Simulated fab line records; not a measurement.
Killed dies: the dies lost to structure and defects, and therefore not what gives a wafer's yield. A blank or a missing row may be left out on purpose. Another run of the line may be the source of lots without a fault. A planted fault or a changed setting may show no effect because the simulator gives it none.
Chamber matching    flow gf180mcu    GF_POLY_GATE_ETCH_13 on rie_si-01 has 4 sister chambers
The step etches poly-Si in HBr/Cl2, stops on SiO2, target depth 198.5 nm, time 69.6 s. 4 wafers are shown with their chamber, then 7 later ones without.

== EACH WAFER AND ITS CHAMBER ==
wafer   chamber  drypump_motor_current_A (A)
L596.1  2        5.5
L596.3  3        6.3
L606.2  0        6.0
L606.3  1        6.8

== WAFERS WITHOUT THEIR CHAMBER ==
wafer   drypump_motor_current_A (A)
L606.5  5.4
L611.1  6.8
L611.4  6.2
L611.6  6.0
L612.2  6.0
L612.4  6.8
L612.5  5.5

== CHAMBER TAKEN BY EACH ==
wafer   from the rows above      in truth
L606.5  2                        2
L611.1  1                        1
L611.4  can't be placed: 3 or 0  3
L611.6  0                        0
L612.2  0                        0
L612.4  1                        1
L612.5  2                        2
Correct placement for 6 of the 7. Cannot be placed on the basis of these rows: 1; the candidates contain the true chamber in 1. Wrongly placed: 0.
How it was worked out, from the rows above alone: a wafer's distance from a chamber is the root of the sum, over the readings, of the square of ((its reading less the chamber's mean) divided by the reading's scatter). The wafer belongs to the nearest chamber; if the next one is less than 2 further off, it can't be placed. A chamber's mean is the mean of its shown wafers. The scatter: with one shown wafer a chamber, the root of the mean of the squares of how far each hidden wafer lies from its nearest shown one.
